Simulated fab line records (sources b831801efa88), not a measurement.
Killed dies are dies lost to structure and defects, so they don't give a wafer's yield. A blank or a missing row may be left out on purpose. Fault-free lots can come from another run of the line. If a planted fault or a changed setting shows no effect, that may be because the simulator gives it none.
fab line records + flow sky130
[record]
- lots = 5
- wafers = 15
- lastDay = 50
route steps=708 shown GATE_OXIDE@198 POLY_GATE@204 RES_PROTECT@206 PAD_OPEN@708
lots untouched by any fault: they come from a run of this same line in which no faults occurred
startH: hours from the record's first day to the start of the lot's first wafer shown + waitH: time in hours since the lot's previous step + " identical to the entry in the row above + L1.1+2: one row covering several wafers at once + - either no value or no given start + * or withheld: withheld + < > ~ a bound
route shown NAME@n: NAME is a module with steps in the file, n the number in the route of the first one + usual: average and standard deviation across the fault-free wafers + same: alike in all rows + chamber/n: place in a boat + sites: per-site readings + _std_site: how widely they spread, as a standard deviation + _edge_site: the outer-site mean with the inner-site mean subtracted + radiusMm: for every site, how far away it sits from the centre of the wafer + mask NAME#n: copy n + behind: the most recent tool/chamber to have shaped the wafer + hold: why the lot was held/for how many hours/how that ended + device: names the non-switching transistor (n, p or np) + end of line: at the end of the route, the tests of the same wafers + a step with no rows: only its recipe + killed: not the wafer's yield, but the dies lost to structure and defects at the first sort + map: a wafer's dies, x killed, . not, _ none there
set.NAME: the run value of the setting; set.NAME@STEP: its run value at that earlier step + model.NAME: the simulator's own value behind a step, which no gauge read
lots at selected steps of the route; one table per step, one row per wafer
services: from which hour (startH, from the record's first day; less than 0 if before it) a tool's chamber was out of use, for how many hours, and why
[[steps]]
[step SKY_GATE_OXIDE_IMPLANT_11]
[recipe]
- species = B
- energyKev = 10
- doseCm2 = 2.6e+12
- tiltDeg = withheld
[step SKY_GATE_OXIDE_WET_ETCH_12]
[recipe]
- chemistry = dHF
- targetDepthNm = 16.8
- dry = n2Spin
- target = SiO2
- dilution = 100:1
- tempC = 25
- timeS = 336
[step SKY_GATE_OXIDE_STRIP_13]
[recipe]
- chemistry = O2/N2
- powerW = 1400
- pressureMtorr = 1500
- platenTempC = withheld
- o2FlowSccm = 3000
- n2FlowSccm = 300
- overashFraction = 0.5
[usual]
- drypumpMotorCurrentA = 6.0/0.48
- oesProductAu = 0.715/0.0044
- stripTimeToEndpointS = 14.19/0.036
| lot.wafer | tool           | chamber | startH | waitH | drypumpMotorCurrentA | oesProductAu | rfHoursCounterH | stripTimeToEndpointS |
|-----------|----------------|---------|--------|-------|----------------------|--------------|-----------------|----------------------|
| L218.4    | plasmaAsher-02 | 1       | 332.37 | 0.0   | 6.4                  | 0.720        | -               | 14.22                |
| L218.5    | "              | 0       | "      | "     | 5.4                  | 0.713        | -               | 14.19                |
| L218.6    | "              | 1       | "      | "     | 6.4                  | 0.713        | -               | 14.18                |
| L220.1    | plasmaAsher-03 | 0       | 346.26 | 0.0   | 5.5                  | 0.712        | 44              | 14.15                |
| L220.4    | "              | 1       | "      | "     | 6.5                  | 0.719        | -               | 14.16                |
| L220.5    | "              | 1       | "      | "     | 6.5                  | 0.725        | -               | 14.16                |
| L233.2    | plasmaAsher-03 | 0       | 475.19 | 0.0   | 5.5                  | 0.711        | 56              | 14.23                |
| L233.5    | "              | 1       | "      | "     | 6.5                  | 0.707        | -               | 14.22                |
| L233.6    | "              | 0       | "      | "     | 5.5                  | 0.722        | -               | 14.17                |
| L235.2    | plasmaAsher-02 | 1       | 475.37 | 0.0   | 6.5                  | 0.713        | 78              | 14.25                |
| L235.3    | "              | 0       | "      | "     | 5.5                  | 0.714        | -               | 14.23                |
| L235.5    | "              | 1       | "      | "     | 6.4                  | 0.717        | -               | 14.21                |
| L237.1    | plasmaAsher-02 | 0       | 511.22 | 0.0   | 5.5                  | 0.721        | 82              | 14.18                |
| L237.2    | "              | 1       | "      | "     | 6.4                  | 0.713        | 82              | 14.14                |
| L237.6    | "              | 0       | "      | "     | 5.4                  | 0.718        | -               | 14.18                |
[step SKY_GATE_OXIDE_TW_MEAS_14]
[usual]
- GATE_OXIDE_TW = 223.7/1.1
| lot.wafer | tool         | chamber | startH | waitH | GATE_OXIDE_TW |
|-----------|--------------|---------|--------|-------|---------------|
| L218.4    | filmMetro-01 | -       | 332.47 | 0.1   | 221.4         |
| L218.5    | "            | -       | "      | "     | 222.8         |
| L218.6    | "            | -       | "      | "     | 221.8         |
| L220.1    | filmMetro-01 | -       | 346.36 | 0.1   | 222.9         |
| L220.4    | "            | -       | "      | "     | 222.5         |
| L220.5    | "            | -       | "      | "     | 221.8         |
| L233.2    | filmMetro-01 | -       | 475.30 | 0.1   | 224.7         |
| L233.5    | "            | -       | "      | "     | 223.0         |
| L233.6    | "            | -       | "      | "     | 223.5         |
| L235.2    | filmMetro-03 | -       | 475.48 | 0.1   | 223.2         |
| L235.3    | "            | -       | "      | "     | 222.6         |
| L235.5    | "            | -       | "      | "     | 223.5         |
| L237.1    | filmMetro-04 | -       | 511.32 | 0.1   | 224.0         |
| L237.2    | "            | -       | "      | "     | 225.6         |
| L237.6    | "            | -       | "      | "     | 224.4         |
[step SKY_GATE_OXIDE_CLEAN_15]
[recipe]
- chemistry = SC1/SC2
- mix = 1:4:20
- tempC = 70
- timeS = 150
- dry = n2Spin
[step SKY_GATE_OXIDE_OXIDATION_16]
[recipe]
- tempC = 800
- ambient = O2
- idleTempC = 700
- rampUpCPerMin = 10
- rampDownCPerMin = 3
- stabiliseS = 600
- purgeS = 300
- targetThkA = 35.7
- oxTimeS = 1915
[step SKY_POLY_GATE_CVD_00]
[recipe]
- material = poly-Si
- targetThkNm = 180
- tempC = 620
- timeS = 720
- pressureMtorr = 200
[step SKY_POLY_GATE_THK_MEAS_01]
[recipe]
- reads = poly-Si_of_POLY_GATE_CVD_00
[usual]
- POLY_GATE_CVD_00_THK = 180.1/1.7
| lot.wafer | tool         | chamber | startH | waitH | POLY_GATE_CVD_00_THK[nm] |
|-----------|--------------|---------|--------|-------|--------------------------|
| L218.4    | filmMetro-01 | -       | 335.36 | 0.0   | 177.2                    |
| L218.5    | "            | -       | "      | "     | 179.7                    |
| L218.6    | "            | -       | "      | "     | 178.9                    |
| L220.1    | filmMetro-01 | -       | 349.66 | 0.0   | 179.4                    |
| L220.4    | "            | -       | "      | "     | 179.8                    |
| L220.5    | "            | -       | "      | "     | 178.6                    |
| L233.2    | filmMetro-01 | -       | 479.27 | 0.0   | 178.0                    |
| L233.5    | "            | -       | "      | "     | 177.9                    |
| L233.6    | "            | -       | "      | "     | 178.9                    |
| L235.2    | filmMetro-04 | -       | 480.47 | 0.0   | 181.4                    |
| L235.3    | "            | -       | "      | "     | 181.0                    |
| L235.5    | "            | -       | "      | "     | 180.9                    |
| L237.1    | filmMetro-02 | -       | 514.16 | 0.0   | 178.5                    |
| L237.2    | "            | -       | "      | "     | 178.2                    |
| L237.6    | "            | -       | "      | "     | 178.1                    |
[step SKY_RES_PROTECT_DEHYDRATE_00]
[recipe]
- tempC = 200
- timeS = 60
[step SKY_RES_PROTECT_HMDS_01]
[recipe]
- primeTimeS = 60
- primeTempC = 120
[step SKY_RES_PROTECT_COAT_02]
[recipe]
- resist = NOVOLAK
- spinRpm = 3000
- resistThkNm = 1140
[step SKY_RES_PROTECT_SOFTBAKE_03]
[recipe]
- tempC = 88.9
- timeS = 60
- resist = NOVOLAK
[step SKY_RES_PROTECT_EXPOSE_04]
[recipe]
- maskId = RPM
- na = 0.6
- sourceShape = conventional
- sigmaOuter = 0.6
- polarization = unpolarized
- targetCdNm = 1270
- doseMj = 131
| lot.wafer  | tool            | chamber | startH | waitH | mask  |
|------------|-----------------|---------|--------|-------|-------|
| L218.4+5+6 | ilineStepper-01 | 0       | 348.88 | -     | RPM#0 |
| L220.1+4+5 | ilineStepper-02 | 0       | 362.90 | -     | NTM#0 |
| L233.2+5+6 | ilineStepper-01 | 0       | 494.01 | -     | RPM#0 |
| L235.2+3+5 | ilineStepper-02 | 0       | 495.39 | -     | RPM#0 |
| L237.1+2+6 | ilineStepper-02 | 0       | 529.17 | -     | RPM#0 |
[step SKY_RES_PROTECT_PEB_05]
[recipe]
- tempC = withheld
- timeS = *
- resist = NOVOLAK
[step SKY_RES_PROTECT_DEVELOP_06]
[recipe]
- resist = NOVOLAK
- developer = TMAH
- developTimeS = 60
- devTempC = 23
[step SKY_POLY_GATE_IMPLANT_02]
[recipe]
- species = P
- energyKev = 30
- doseCm2 = 7.7e+15
- tiltDeg = 0
[step SKY_RES_PROTECT_STRIP_07]
[recipe]
- chemistry = O2/N2
- powerW = 1400
- pressureMtorr = 1500
- platenTempC = withheld
- o2FlowSccm = 3000
- n2FlowSccm = 300
- overashFraction = 0.5
[usual]
- drypumpMotorCurrentA = 5.9/0.52
- oesProductAu = 0.518/0.0044
- stripTimeToEndpointS = 23.33/0.041
| lot.wafer | tool           | chamber | startH | waitH | drypumpMotorCurrentA | oesProductAu | rfHoursCounterH | stripTimeToEndpointS |
|-----------|----------------|---------|--------|-------|----------------------|--------------|-----------------|----------------------|
| L218.4    | plasmaAsher-02 | 0       | 362.02 | 0.1   | 5.4                  | 0.513        | -               | 23.31                |
| L218.5    | "              | 0       | "      | "     | 5.4                  | 0.516        | -               | 23.35                |
| L218.6    | "              | 1       | "      | "     | 6.4                  | 0.517        | -               | 23.36                |
| L220.1    | plasmaAsher-03 | 0       | 376.62 | 0.1   | 5.5                  | 0.514        | 47              | 23.36                |
| L220.4    | "              | 1       | "      | "     | 6.5                  | 0.518        | -               | 23.37                |
| L220.5    | "              | 0       | "      | "     | 5.5                  | 0.517        | -               | 23.36                |
| L233.2    | plasmaAsher-03 | 1       | 509.60 | 0.1   | 6.5                  | 0.518        | 59              | 23.35                |
| L233.5    | "              | 1       | "      | "     | 6.5                  | 0.512        | -               | 23.33                |
| L233.6    | "              | 0       | "      | "     | 5.5                  | 0.515        | -               | 23.32                |
| L235.2    | plasmaAsher-04 | 0       | 510.85 | 0.1   | 6.2                  | 0.518        | 9               | 23.30                |
| L235.3    | "              | 0       | "      | "     | 6.2                  | 0.514        | -               | 23.39                |
| L235.5    | "              | 0       | "      | "     | 6.2                  | 0.519        | -               | 23.34                |
| L237.1    | plasmaAsher-02 | 1       | 543.88 | 0.1   | 6.4                  | 0.518        | 85              | 23.31                |
| L237.2    | "              | 0       | "      | "     | 5.5                  | 0.521        | 85              | 23.35                |
| L237.6    | "              | 0       | "      | "     | 5.4                  | 0.526        | -               | 23.33                |
[step SKY_RES_PROTECT_TW_MEAS_08]
[usual]
- POLY_GATE_TW = 4017/37
| lot.wafer | tool         | chamber | startH | waitH | hold                    | POLY_GATE_TW |
|-----------|--------------|---------|--------|-------|-------------------------|--------------|
| L218.4    | filmMetro-02 | -       | 362.12 | 0.1   | -                       | 3966         |
| L218.5    | "            | -       | "      | "     | -                       | 3988         |
| L218.6    | "            | -       | "      | "     | -                       | 3987         |
| L220.1    | filmMetro-02 | -       | 376.72 | 0.1   | awaitDispo/0.2h/release | 30           |
| L220.4    | "            | -       | "      | "     | awaitDispo/0.2h/release | 30           |
| L220.5    | "            | -       | "      | "     | awaitDispo/0.2h/release | 30           |
| L220.1    | filmMetro-02 | -       | 376.95 | 0.2   | -                       | 30           |
| L220.4    | "            | -       | "      | "     | -                       | 30           |
| L220.5    | "            | -       | "      | "     | -                       | 30           |
| L233.2    | filmMetro-04 | -       | 509.71 | 0.1   | -                       | 4027         |
| L233.5    | "            | -       | "      | "     | -                       | 4041         |
| L233.6    | "            | -       | "      | "     | -                       | 4040         |
| L235.2    | filmMetro-02 | -       | 510.96 | 0.1   | -                       | 3981         |
| L235.3    | "            | -       | "      | "     | -                       | 3990         |
| L235.5    | "            | -       | "      | "     | -                       | 3994         |
| L237.1    | filmMetro-03 | -       | 543.98 | 0.1   | -                       | 4058         |
| L237.2    | "            | -       | "      | "     | -                       | 4065         |
| L237.6    | "            | -       | "      | "     | -                       | 4050         |
[step SKY_PAD_OPEN_PROBE_99]
[usual]
- defectLimitedYield = 82.5/1.8
- killed_at_M0_to_M3 = 43/5.9
- killed_at_M4_up = 3.3/1.9
- killedAtContacts = 24/5.6
- killedAtFrontEnd = 15/4.1
- killedAtOther = 0.4/0.66
- killedDies = 86/9
- killedOnRim = 17/3.7
- killedOpen = 47/6.9
- killedShort = 39/6.2
- sort_bin_3_pad_short = 0.9/0.45
- sort_bin_5_function = 10.3/1.4
- sort_bin_6_memory = 6.3/1.2
- sortNPass = 406/9
- sortYieldPct = 82.5/1.8
[same]
- grossDies = 492
- killedAtBackSide = 0
- sort_bin_4_leakage[%] = 0
- sort_bin_8_speed[%] = 0
| lot.wafer | tool      | chamber | startH  | waitH | defectLimitedYield[%] | killed_at_M0_to_M3 | killed_at_M4_up | killedAtContacts | killedAtFrontEnd | killedAtOther | killedDies | killedOnRim | killedOpen | killedShort | sort_bin_3_pad_short[%] | sort_bin_5_function[%] | sort_bin_6_memory[%] | sortNPass | sortYieldPct[%] |
|-----------|-----------|---------|---------|-------|-----------------------|--------------------|-----------------|------------------|------------------|---------------|------------|-------------|------------|-------------|-------------------------|------------------------|----------------------|-----------|-----------------|
| L218.4    | prober-02 | -       | 1088.79 | 0.2   | 82.3                  | 42                 | 8               | 17               | 18               | 2             | 87         | 17          | 54         | 33          | 0                       | 11.0                   | 6.7                  | 405       | 82.3            |
| L218.5    | prober-02 | -       | 1088.84 | 0.2   | 85.2                  | 48                 | 1               | 17               | 7                | 0             | 73         | 16          | 43         | 30          | 1.2                     | 9.3                    | 4.3                  | 419       | 85.2            |
| L218.6    | prober-02 | -       | 1088.89 | 0.2   | 83.7                  | 52                 | 3               | 14               | 10               | 1             | 80         | 17          | 43         | 37          | 0.6                     | 9.8                    | 5.9                  | 412       | 83.7            |
| L233.2    | prober-02 | -       | 1179.67 | 0.1   | 83.7                  | 39                 | 1               | 27               | 13               | 0             | 80         | 14          | 40         | 40          | 1.0                     | 9.1                    | 6.1                  | 412       | 83.7            |
| L233.5    | prober-02 | -       | 1179.82 | 0.2   | 83.9                  | 40                 | 4               | 15               | 20               | 0             | 79         | 18          | 42         | 37          | 0.8                     | 7.5                    | 7.7                  | 413       | 83.9            |
| L233.6    | prober-02 | -       | 1179.87 | 0.2   | 82.5                  | 42                 | 0               | 24               | 19               | 1             | 86         | 12          | 49         | 36          | 0.4                     | 10.4                   | 6.7                  | 406       | 82.5            |
| L235.2    | prober-01 | -       | 1183.62 | 0.1   | 82.7                  | 34                 | 3               | 29               | 19               | 0             | 85         | 13          | 50         | 35          | 1.0                     | 11.0                   | 5.3                  | 407       | 82.7            |
| L235.3    | prober-01 | -       | 1183.67 | 0.2   | 82.1                  | 49                 | 3               | 26               | 10               | 0             | 88         | 16          | 42         | 46          | 0                       | 13.0                   | 4.9                  | 404       | 82.1            |
| L235.5    | prober-01 | -       | 1183.77 | 0.2   | 81.3                  | 48                 | 5               | 30               | 9                | 0             | 92         | 21          | 46         | 46          | 0.6                     | 11.0                   | 7.1                  | 400       | 81.3            |
| L237.1    | prober-01 | -       | 1202.97 | 0.1   | 82.7                  | 44                 | 2               | 28               | 11               | 0             | 85         | 17          | 52         | 32          | 0.6                     | 9.1                    | 7.5                  | 407       | 82.7            |
| L237.2    | prober-01 | -       | 1203.02 | 0.1   | 82.5                  | 46                 | 2               | 22               | 16               | 0             | 86         | 20          | 51         | 35          | 0.6                     | 11.8                   | 5.1                  | 406       | 82.5            |
| L237.6    | prober-01 | -       | 1203.22 | 0.2   | 84.3                  | 39                 | 4               | 18               | 16               | 0             | 77         | 15          | 39         | 37          | 0.6                     | 10.6                   | 4.5                  | 415       | 84.3            |
// killed by level:class
L218.4 VIA2:geometricParticle:open=9 VIA1:geometricParticle:open=8 LI_CONTACT:geometricParticle:open=7 VIA3:geometricParticle:open=7 FIELD_ISO:geometricParticle:open=6 POLY_GATE:geometricParticle:open=5 CONTACT:geometricParticle:open=5 METAL4:geometricParticle:short=5
L218.5 VIA3:geometricParticle:open=13 METAL1:geometricParticle:short=8 VIA1:geometricParticle:open=8 CONTACT:geometricParticle:open=6 LI_CONTACT:geometricParticle:open=4 METAL2:geometricParticle:short=4 VIA2:geometricParticle:short=3 CONTACT:geometricParticle:short=3
L218.6 VIA1:geometricParticle:open=15 VIA2:geometricParticle:open=8 METAL2:geometricParticle:short=6 VIA3:geometricParticle:open=6 FIELD_ISO:geometricParticle:short=4 CONTACT:geometricParticle:short=4 METAL1:geometricParticle:short=4 VIA2:geometricParticle:short=4
L233.2 CONTACT:geometricParticle:open=12 VIA1:geometricParticle:open=9 LI_CONTACT:geometricParticle:open=7 METAL1:geometricParticle:short=5 POLY_GATE:geometricParticle:open=5 METAL2:geometricParticle:short=5 VIA3:geometricParticle:short=4 VIA2:geometricParticle:open=4
L233.5 FIELD_ISO:geometricParticle:open=8 VIA1:geometricParticle:open=8 VIA2:geometricParticle:open=7 METAL1:geometricParticle:short=6 VIA2:geometricParticle:short=5 POLY_GATE:geometricParticle:open=4 LI_CONTACT:geometricParticle:open=4 CONTACT:geometricParticle:open=4
L233.6 VIA1:geometricParticle:open=13 LI_CONTACT:geometricParticle:open=9 FIELD_ISO:geometricParticle:short=7 VIA2:geometricParticle:open=7 VIA3:geometricParticle:open=6 LOCAL_INTERCONNECT:geometricParticle:short=5 CONTACT:geometricParticle:open=5 VIA1:geometricParticle:short=5
L235.2 VIA1:geometricParticle:open=15 LI_CONTACT:geometricParticle:open=12 FIELD_ISO:geometricParticle:short=8 CONTACT:geometricParticle:open=7 LI_CONTACT:geometricParticle:short=5 VIA2:geometricParticle:open=4 LOCAL_INTERCONNECT:geometricParticle:short=4 VIA1:geometricParticle:short=4
L235.3 METAL2:geometricParticle:short=10 CONTACT:geometricParticle:open=8 VIA1:geometricParticle:open=8 VIA3:geometricParticle:open=7 LI_CONTACT:geometricParticle:open=7 LI_CONTACT:geometricParticle:short=6 METAL1:geometricParticle:short=6 VIA1:geometricParticle:short=5
L235.5 VIA1:geometricParticle:open=12 LI_CONTACT:geometricParticle:open=9 VIA2:geometricParticle:open=7 CONTACT:geometricParticle:open=6 METAL1:geometricParticle:short=6 METAL3:geometricParticle:short=6 LI_CONTACT:geometricParticle:short=5 LOCAL_INTERCONNECT:geometricParticle:short=5
L237.1 VIA1:geometricParticle:open=11 CONTACT:geometricParticle:open=10 LI_CONTACT:geometricParticle:open=9 METAL3:geometricParticle:open=5 METAL1:geometricParticle:short=5 VIA2:geometricParticle:open=5 VIA3:geometricParticle:short=5 FIELD_ISO:geometricParticle:short=4
L237.2 CONTACT:geometricParticle:open=11 VIA3:geometricParticle:open=9 VIA2:geometricParticle:open=8 VIA1:geometricParticle:open=6 VIA3:geometricParticle:short=6 FIELD_ISO:geometricParticle:short=5 FIELD_ISO:geometricParticle:open=5 CONTACT:geometricParticle:short=5
L237.6 VIA1:geometricParticle:open=10 METAL2:geometricParticle:short=7 LI_CONTACT:geometricParticle:open=5 LOCAL_INTERCONNECT:geometricParticle:short=5 VIA3:geometricParticle:open=5 CONTACT:geometricParticle:open=4 METAL1:geometricParticle:short=4 FIELD_ISO:geometricParticle:open=3
[[services]]
| tool            | chamber | startH | hours | kind        |
|-----------------|---------|--------|-------|-------------|
| ilineStepper-01 | -       | 309.26 | 5.1   | repair      |
| ilineStepper-02 | -       | 323.21 | 1.7   | pm          |
| ilineStepper-02 | -       | 336.52 | 13.8  | repair      |
| plasmaAsher-02  | -       | 338.39 | 8.6   | repair      |
| ilineStepper-02 | -       | 355.19 | 0.7   | repair      |
| plasmaAsher-02  | -       | 370.82 | 0.4   | repair      |
| plasmaAsher-02  | -       | 380.90 | 2.1   | repair      |
| ilineStepper-01 | 0       | 398.85 | -     | calibration |
| ilineStepper-02 | -       | 398.94 | 4.4   | pm          |
| ilineStepper-02 | 0       | 412.16 | -     | calibration |
| ilineStepper-01 | -       | 420.26 | 2.8   | repair      |
| plasmaAsher-04  | -       | 421.25 | 9.0   | pm          |
| plasmaAsher-04  | 0       | 421.25 | 9.0   | ventCycle   |
| plasmaAsher-04  | 1       | 421.25 | 9.0   | ventCycle   |
| ilineStepper-01 | -       | 429.05 | 0.8   | pm          |
| plasmaAsher-03  | -       | 444.06 | 14.6  | pm          |
| plasmaAsher-02  | -       | 475.71 | 2.8   | repair      |
| plasmaAsher-03  | -       | 480.51 | 2.8   | pm          |
| ilineStepper-01 | -       | 497.31 | 1.7   | pm          |
| plasmaAsher-04  | -       | 500.80 | 1.5   | repair      |
| plasmaAsher-02  | -       | 532.22 | 3.3   | repair      |
| ilineStepper-01 | -       | 534.86 | 8.5   | repair      |
| plasmaAsher-04  | -       | 543.02 | 10.0  | pm          |
| ilineStepper-02 | -       | 543.32 | 1.7   | pm          |
[[key]]
[firstSign]
- step = SKY_RES_PROTECT_EXPOSE_04
- reading = mask
- direction = changed
[effect]
- step = SKY_RES_PROTECT_TW_MEAS_08
- reading = visit
- direction = added
[effect]
- step = SKY_RES_PROTECT_TW_MEAS_08
- reading = POLY_GATE_TW
- direction = down
- sigmas = 99+
- usual = 4017
- struck = 30
metAt SKY_RES_PROTECT_EXPOSE_04
struckWafers L220.1,L220.4,L220.5
scrappedBehind SKY_RES_PROTECT_TW_MEAS_08 L220.1,L220.4,L220.5
[fault]
- kind = wrongMask
- tool = any
- chamber = -
- onsetH = 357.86
- steps = SKY_RES_PROTECT_EXPOSE_04
- auxCopy = NTM#0
- scope = struckLotsOnly
